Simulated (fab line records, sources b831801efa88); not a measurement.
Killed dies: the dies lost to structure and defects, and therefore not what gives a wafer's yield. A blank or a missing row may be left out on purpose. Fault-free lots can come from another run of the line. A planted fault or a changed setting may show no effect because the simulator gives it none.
Which of the tools did it? ; flow sky130 ; 6 lots, 18 wafers sampled, at 1 step of a route of 708

WHAT THE GAUGES SHOWED, per wafer
SKY_VT_ADJUST_LVTN_OVL_MEAS_07.
lot;measured;on;VT_ADJUST_LVTN_OVL (nm)
L642;day 7 09:37;overlay-02;-0.8 -1.6 -1.6
L644;day 7 21:05;overlay-01;-0.4 0.5 -2.1
L647;day 8 22:46;overlay-02;-1.4 -1.1 -2.0
L649;day 9 10:16;overlay-01;-3.1 -3.4 -4.4
L654;day 10 14:46;overlay-01;-2.7 -2.9 -1.7
L662;day 12 18:25;overlay-01;-0.9 0.1 -1.0

TOOL THAT RAN EACH LOT (tool first, then ch and the chambers of the sampled wafers, then the start)
The record holds no process step before these readings.

THE ANSWER, worked out from the rows above alone
Rule: usual is defined by the lots themselves. The widest of any qualifying gaps counts: lots, ordered by their means at a reading, are off when they make up no more than a third of the lots, leave a main group of 4 or more, and stand apart from it by 3 or more times the standard deviation of that group's means. A main group whose means are all the same, to the digits that the tables above print for the reading, isn't used. A lot without any number at a reading at which 4 lots or more have one is off too. All remaining lots with rows at the step are treated as sound.
Nothing can be told from this: no lot is off at any reading shown.

WHAT WAS PUT IN BY THE SIMULATOR
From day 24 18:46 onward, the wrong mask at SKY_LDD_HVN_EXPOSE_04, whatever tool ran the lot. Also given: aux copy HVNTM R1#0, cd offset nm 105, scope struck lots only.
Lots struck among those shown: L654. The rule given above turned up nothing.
